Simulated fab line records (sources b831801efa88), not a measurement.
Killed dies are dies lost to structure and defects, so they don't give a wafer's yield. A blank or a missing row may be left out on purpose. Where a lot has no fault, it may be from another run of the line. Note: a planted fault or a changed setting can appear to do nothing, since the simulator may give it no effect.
What tool caused it? | flow sky130 | Sampling: 14 lots, 42 wafers, 6 of 708 route steps

## WHAT THE GAUGES SHOWED, per wafer
Not one reading of a measure or inspect step in the record can be checked against a usual standard deviation.

## EACH LOT AND THE TOOL THAT RAN IT (in order: tool; ch and the chambers of the sampled wafers; start)
lot  | SKY_METAL1_STRIP_20                  | SKY_VIA1_STRIP_16                    | SKY_METAL2_SPUTTER_01        | SKY_METAL2_ETCH_18                | SKY_METAL2_METAL_ETCH_19          | SKY_METAL2_STRIP_20
L922 | plasma_asher-01 ch 0,1, day 33 13:57 | plasma_asher-03 ch 0,1, day 34 18:10 | pvd_sputter-03, day 34 19:25 | rie_metal-01 ch 0,1, day 35 22:13 | rie_metal-01 ch 0,1, day 35 22:17 | plasma_asher-03 ch 0,1, day 35 22:22
L923 | plasma_asher-02 ch 0,1, day 33 21:12 | plasma_asher-03 ch 0,1, day 35 01:01 | pvd_sputter-03, day 35 02:16 | rie_metal-01 ch 0,1, day 36 05:13 | rie_metal-01 ch 0,1, day 36 05:16 | plasma_asher-02 ch 0,1, day 36 05:22
L924 | plasma_asher-02 ch 0,1, day 34 09:17 | plasma_asher-03 ch 0,1, day 35 13:01 | pvd_sputter-04, day 35 14:16 | rie_metal-01 ch 0,1, day 36 17:08 | rie_metal-01 ch 0,1, day 36 17:12 | plasma_asher-01 ch 0,1, day 36 17:17
L925 | plasma_asher-02 ch 0,1, day 34 15:39 | plasma_asher-04 ch 0,1, day 35 19:49 | pvd_sputter-02, day 35 21:05 | rie_metal-02 ch 1, day 36 23:38   | rie_metal-02 ch 1, day 36 23:46   | plasma_asher-03 ch 0,1, day 36 23:55
L928 | plasma_asher-04 ch 0,1, day 35 09:35 | plasma_asher-03 ch 0,1, day 36 13:13 | pvd_sputter-04, day 36 14:29 | rie_metal-03 ch 0,1, day 37 17:18 | rie_metal-03 ch 0,1, day 37 17:23 | plasma_asher-02 ch 0,1, day 37 17:30
L930 | plasma_asher-02 ch 0,1, day 36 04:08 | plasma_asher-03 ch 0,1, day 37 07:04 | pvd_sputter-03, day 37 08:19 | rie_metal-02 ch 0,1, day 38 10:19 | rie_metal-02 ch 0,1, day 38 10:22 | plasma_asher-01 ch 0,1, day 38 10:28
L931 | plasma_asher-01 ch 0,1, day 36 19:37 | plasma_asher-02 ch 0,1, day 37 23:25 | pvd_sputter-02, day 38 00:40 | rie_metal-02 ch 0, day 39 02:55   | rie_metal-02 ch 0, day 39 03:03   | plasma_asher-01 ch 0,1, day 39 03:12
L932 | plasma_asher-01 ch 0, day 36 19:59   | plasma_asher-03 ch 0,1, day 37 23:46 | pvd_sputter-04, day 38 01:01 | rie_metal-01 ch 0,1, day 39 02:59 | rie_metal-01 ch 0,1, day 39 03:03 | plasma_asher-03 ch 0,1, day 39 03:08
L936 | plasma_asher-01 ch 0,1, day 38 00:31 | plasma_asher-04 ch 0,1, day 39 03:31 | pvd_sputter-03, day 39 04:58 | rie_metal-02 ch 0,1, day 40 05:13 | rie_metal-02 ch 0,1, day 40 05:16 | plasma_asher-03 ch 0,1, day 40 05:22
L939 | plasma_asher-02 ch 0,1, day 38 17:47 | plasma_asher-03 ch 0,1, day 39 20:13 | pvd_sputter-02, day 39 21:34 | rie_metal-03 ch 0,1, day 40 22:05 | rie_metal-03 ch 0,1, day 40 22:09 | plasma_asher-03 ch 0,1, day 40 22:14
L940 | plasma_asher-01 ch 0,1, day 39 07:08 | plasma_asher-03 ch 0,1, day 40 08:52 | pvd_sputter-04, day 40 10:07 | rie_metal-01 ch 0,1, day 41 10:04 | rie_metal-01 ch 0,1, day 41 10:07 | plasma_asher-02 ch 0,1, day 41 10:13
L941 | plasma_asher-04 ch 0,1, day 39 12:19 | plasma_asher-03 ch 0,1, day 40 13:49 | pvd_sputter-02, day 40 15:05 | rie_metal-01 ch 0,1, day 41 14:53 | rie_metal-01 ch 0,1, day 41 14:57 | plasma_asher-01 ch 0,1, day 41 15:02
L942 | plasma_asher-01 ch 0,1, day 39 12:40 | plasma_asher-02 ch 0,1, day 40 14:16 | pvd_sputter-03, day 40 15:31 | rie_metal-03 ch 0,1, day 41 15:37 | rie_metal-03 ch 0,1, day 41 15:40 | plasma_asher-03 ch 0,1, day 41 15:46
L943 | plasma_asher-04 ch 0,1, day 39 20:05 | plasma_asher-02 ch 0,1, day 40 21:31 | pvd_sputter-02, day 40 22:48 | rie_metal-02 ch 0,1, day 41 23:34 | rie_metal-02 ch 0,1, day 41 23:37 | plasma_asher-02 ch 0,1, day 41 23:43
- SKY_METAL1_STRIP_20: strips in O2/N2.
- SKY_VIA1_STRIP_16: strips in O2/N2.
- SKY_METAL2_SPUTTER_01: material TiN, target thk 20 nm, time 16.7 s.
- SKY_METAL2_ETCH_18: etches BARC in N2/H2, stops on SiO2, time 45.9 s, target depth 60 nm.
- SKY_METAL2_METAL_ETCH_19: etches the open film in Cl2/BCl3, stops on SiO2, target depth 360 nm, time 78 s.
- SKY_METAL2_STRIP_20: strips in O2/N2.

## WHAT THE TOOLS THEMSELVES READ (means of the sampled wafers that have a number; where no wafer has one, the mark that the record gives instead)
SKY_METAL1_STRIP_20. Usual: drypump_motor_current_A 5.27 A, standard deviation 0.3; oes_product_au 0.343 a.u., standard deviation 0.0046; strip_time_to_endpoint_s 2.69 s, standard deviation 0.03.
lot  | tool            | drypump_motor_current_A (A) | oes_product_au (a.u.) | strip_time_to_endpoint_s (s) | flag
L922 | plasma_asher-01 | 5.21                        | 0.349                 | 2.68                         |
L923 | plasma_asher-02 | 5.62                        | 0.343                 | 2.71                         |
L924 | plasma_asher-02 | 5.60                        | 0.340                 | 2.66                         |
L925 | plasma_asher-02 | 5.62                        | 0.349                 | 2.71                         |
L928 | plasma_asher-04 | 5.22                        | 0.347                 | 2.68                         |
L930 | plasma_asher-02 | 5.62                        | 0.342                 | 2.71                         |
L931 | plasma_asher-01 | 5.22                        | 0.342                 | 2.66                         |
L932 | plasma_asher-01 | 4.82                        | 0.342                 | 2.65                         |
L936 | plasma_asher-01 | 5.02                        | 0.344                 | 2.70                         |
L939 | plasma_asher-02 | 5.67                        | 0.343                 | 2.67                         |
L940 | plasma_asher-01 | 5.22                        | 0.341                 | 2.68                         |
L941 | plasma_asher-04 | 5.22                        | 0.344                 | 2.71                         |
L942 | plasma_asher-01 | 5.01                        | 0.341                 | 2.67                         |
L943 | plasma_asher-04 | 5.22                        | 0.341                 | 2.68                         |

SKY_VIA1_STRIP_16. Usual: drypump_motor_current_A 5.73 A, standard deviation 0.28; oes_product_au 0.415 a.u., standard deviation 0.0045; strip_time_to_endpoint_s 4.453 s, standard deviation 0.022.
lot  | tool            | drypump_motor_current_A (A) | oes_product_au (a.u.) | strip_time_to_endpoint_s (s) | flag
L922 | plasma_asher-03 | 5.96                        | 0.417                 | 4.445                        |
L923 | plasma_asher-03 | 5.90                        | 0.418                 | 4.454                        |
L924 | plasma_asher-03 | 5.94                        | 0.417                 | 4.415                        |
L925 | plasma_asher-04 | 5.23                        | 0.412                 | 4.441                        |
L928 | plasma_asher-03 | 5.96                        | 0.418                 | 4.458                        |
L930 | plasma_asher-03 | 5.95                        | 0.411                 | 4.431                        |
L931 | plasma_asher-02 | 5.67                        | 0.418                 | 4.459                        |
L932 | plasma_asher-03 | 5.91                        | 0.416                 | 4.473                        |
L936 | plasma_asher-04 | 5.21                        | 0.414                 | 4.491                        |
L939 | plasma_asher-03 | 5.91                        | 0.418                 | 4.460                        |
L940 | plasma_asher-03 | 5.92                        | 0.417                 | 4.470                        |
L941 | plasma_asher-03 | 5.94                        | 0.417                 | 4.438                        |
L942 | plasma_asher-02 | 5.62                        | 0.418                 | 4.483                        |
L943 | plasma_asher-02 | 5.63                        | 0.416                 | 4.466                        |

SKY_METAL2_SPUTTER_01. Usual: throttle_valve_pct 30.5 %, standard deviation 0.9.
lot  | tool           | throttle_valve_pct (%) | flag
L922 | pvd_sputter-03 | 30.5                   |
L923 | pvd_sputter-03 | 30.4                   |
L924 | pvd_sputter-04 | 30.2                   |
L925 | pvd_sputter-02 | 30.6                   |
L928 | pvd_sputter-04 | 30.1                   |
L930 | pvd_sputter-03 | 30.3                   |
L931 | pvd_sputter-02 | 30.5                   |
L932 | pvd_sputter-04 | 29.9                   |
L936 | pvd_sputter-03 | 30.4                   |
L939 | pvd_sputter-02 | 30.0                   |
L940 | pvd_sputter-04 | 29.9                   |
L941 | pvd_sputter-02 | 30.6                   |
L942 | pvd_sputter-03 | 31.3                   |
L943 | pvd_sputter-02 | 30.0                   |

SKY_METAL2_ETCH_18. Usual: bias_w 99.98 W, standard deviation 0.3; chamber_pressure_mTorr 29.999 mTorr, standard deviation 0.026; drypump_motor_current_A 5.7 A, standard deviation 0.5; oes_product_au 0.854 a.u., standard deviation 0.0049; throttle_valve_pct 13.224 %, standard deviation 0.009.
lot  | tool         | bias_w (W) | chamber_pressure_mTorr (mTorr) | drypump_motor_current_A (A) | oes_product_au (a.u.) | throttle_valve_pct (%) | flag
L922 | rie_metal-01 | 99.88      | 29.985                         | 5.5                         | 0.858                 | 13.220                 |
L923 | rie_metal-01 | 100.04     | 30.006                         | 5.8                         | 0.855                 | 13.226                 |
L924 | rie_metal-01 | 99.46      | 29.983                         | 5.5                         | 0.850                 | 13.224                 |
L925 | rie_metal-02 | 100.01     | 30.025                         | 6.3                         | 0.857                 | 13.233                 |
L928 | rie_metal-03 | 100.33     | 29.987                         | 5.1                         | 0.858                 | 13.220                 |
L930 | rie_metal-02 | 100.02     | 30.022                         | 6.1                         | 0.849                 | 13.226                 |
L931 | rie_metal-02 | 100.27     | 30.000                         | 5.8                         | 0.855                 | 13.226                 |
L932 | rie_metal-01 | 99.94      | 30.001                         | 5.8                         | 0.856                 | 13.223                 |
L936 | rie_metal-02 | 99.66      | 30.002                         | 6.1                         | 0.857                 | 13.222                 |
L939 | rie_metal-03 | -          | -                              | -                           | -                     | -                      | OFF
L940 | rie_metal-01 | -          | -                              | -                           | -                     | -                      | OFF
L941 | rie_metal-01 | 99.87      | 29.985                         | 5.8                         | 0.858                 | 13.222                 |
L942 | rie_metal-03 | 100.33     | 30.005                         | 5.3                         | 0.853                 | 13.232                 |
L943 | rie_metal-02 | 99.79      | 30.001                         | 6.0                         | 0.853                 | 13.220                 |

SKY_METAL2_METAL_ETCH_19. Usual: bcl3_flow_sccm 30.02 sccm, standard deviation 0.077; bias_w 48.49 W, standard deviation 0.15; drypump_motor_current_A 5.7 A, standard deviation 0.5; oes_product_au 0.854 a.u., standard deviation 0.0055; throttle_valve_pct 22.265 %, standard deviation 0.0092.
lot  | tool         | bcl3_flow_sccm (sccm) | bias_w (W) | drypump_motor_current_A (A) | oes_product_au (a.u.) | throttle_valve_pct (%) | flag
L922 | rie_metal-01 | 30.05                 | 48.54      | 5.5                         | 0.854                 | 22.268                 |
L923 | rie_metal-01 | 30.08                 | 48.53      | 5.8                         | 0.854                 | 22.257                 |
L924 | rie_metal-01 | 29.93                 | 48.37      | 5.5                         | 0.856                 | 22.266                 |
L925 | rie_metal-02 | 30.00                 | 48.33      | 6.2                         | 0.853                 | 22.261                 |
L928 | rie_metal-03 | 29.99                 | 48.33      | 5.1                         | 0.861                 | 22.260                 |
L930 | rie_metal-02 | 30.00                 | 48.34      | 6.1                         | 0.849                 | 22.257                 |
L931 | rie_metal-02 | 30.17                 | 48.34      | 5.8                         | 0.853                 | 22.268                 |
L932 | rie_metal-01 | 30.04                 | 48.44      | 5.8                         | 0.849                 | 22.267                 |
L936 | rie_metal-02 | 30.05                 | 48.47      | 6.1                         | 0.860                 | 22.267                 |
L939 | rie_metal-03 | 29.94                 | 48.55      | 5.3                         | 0.377                 | 22.272                 | OFF
L940 | rie_metal-01 | 29.99                 | 48.27      | 5.5                         | 0.374                 | 22.270                 | OFF
L941 | rie_metal-01 | 30.07                 | 48.40      | 5.8                         | 0.858                 | 22.260                 |
L942 | rie_metal-03 | 30.00                 | 48.73      | 5.3                         | 0.854                 | 22.260                 |
L943 | rie_metal-02 | 29.99                 | 48.50      | 5.9                         | 0.851                 | 22.265                 |

SKY_METAL2_STRIP_20. Usual: drypump_motor_current_A 5.6 A, standard deviation 0.42; oes_product_au 0.342 a.u., standard deviation 0.0041; strip_time_to_endpoint_s 2.680 s, standard deviation 0.026.
lot  | tool            | drypump_motor_current_A (A) | oes_product_au (a.u.) | strip_time_to_endpoint_s (s) | flag
L922 | plasma_asher-03 | 5.9                         | 0.346                 | 2.705                        |
L923 | plasma_asher-02 | 5.7                         | 0.344                 | 2.675                        |
L924 | plasma_asher-01 | 5.2                         | 0.342                 | 2.682                        |
L925 | plasma_asher-03 | 5.9                         | 0.343                 | 2.701                        |
L928 | plasma_asher-02 | 5.7                         | 0.342                 | 2.662                        |
L930 | plasma_asher-01 | 5.2                         | 0.340                 | 2.690                        |
L931 | plasma_asher-01 | 5.0                         | 0.344                 | 2.656                        |
L932 | plasma_asher-03 | 6.0                         | 0.341                 | 2.662                        |
L936 | plasma_asher-03 | 5.9                         | 0.343                 | 2.672                        |
L939 | plasma_asher-03 | 6.0                         | 0.359                 | 3.147                        | OFF
L940 | plasma_asher-02 | 5.6                         | 0.366                 | 3.187                        | OFF
L941 | plasma_asher-01 | 5.0                         | 0.340                 | 2.706                        |
L942 | plasma_asher-03 | 6.0                         | 0.341                 | 2.672                        |
L943 | plasma_asher-02 | 5.7                         | 0.338                 | 2.661                        |

## THE ANSWER, worked out from the rows above alone
Rule: a lot is off if the mean of its wafers that have a number lies more than 3 standard deviations from the usual mean. A lot without any number at a reading at which 4 lots or more have one is off too. All remaining lots with rows at the step are treated as sound. Order of review: gauges by route order, followed by the tools' own readings, for which a lot's mean as printed above is used. The first step at which some lot is off is used, and at that step the reading that is off furthest; a lot without a number counts as furthest.
Off: L939, L940, at SKY_METAL2_ETCH_18 (bias_w). Without a number there: L939, L940.
If a tool, at that step or one of the process steps before it, ran each lot that is off and ran no sound lot following the first of them, it fits. Of those tried, none fits.

## WHAT WAS PUT IN BY THE SIMULATOR
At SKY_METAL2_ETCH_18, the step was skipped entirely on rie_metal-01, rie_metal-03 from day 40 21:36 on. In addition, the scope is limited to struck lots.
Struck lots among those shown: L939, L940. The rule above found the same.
